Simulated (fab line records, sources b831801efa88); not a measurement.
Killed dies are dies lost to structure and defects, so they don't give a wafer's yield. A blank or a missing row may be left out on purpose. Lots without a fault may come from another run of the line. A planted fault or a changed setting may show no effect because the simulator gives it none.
Chamber matching | flow gf180mcu | GF_CONTACT_ETCH_16 on rie_diel-03: 4 sister chambers
The step etches BARC in N2/H2. 4 wafers are shown with their chamber, then 7 later ones without.

WAFERS WITH THEIR CHAMBER
wafer  | chamber | drypump_motor_current_A (A)
L076.1 | 3       | 5.0
L085.6 | 0       | 5.3
L089.1 | 2       | 6.3
L089.4 | 1       | 5.6

WAFERS WITHOUT THEIR CHAMBER
wafer  | drypump_motor_current_A (A)
L089.5 | 5.6
L090.2 | 5.3
L090.3 | 5.7
L090.5 | 5.3
L091.2 | 6.3
L091.4 | 5.1
L091.6 | 6.3

WHICH CHAMBER EACH WENT THROUGH
wafer  | from the rows above     | in truth
L089.5 | 1                       | 1
L090.2 | 0                       | 0
L090.3 | 1                       | 1
L090.5 | 0                       | 0
L091.2 | 2                       | 2
L091.4 | can't be placed: 3 or 0 | 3
L091.6 | 2                       | 2
Placed correctly: 6 of 7. Can't be placed from these rows: 1 (the true chamber is among the candidates in 1). Placed wrongly: 0.
How it was worked out, from the rows above alone: a wafer's distance from a chamber is the root of the sum, over the readings, of the square of ((its reading less the chamber's mean) divided by the reading's scatter). The wafer belongs to the nearest chamber; if the next one is less than 2 further off, it can't be placed. A chamber's mean is the mean of its shown wafers. The scatter: with one shown wafer a chamber, the root of the mean of the squares of how far each hidden wafer lies from its nearest shown one.
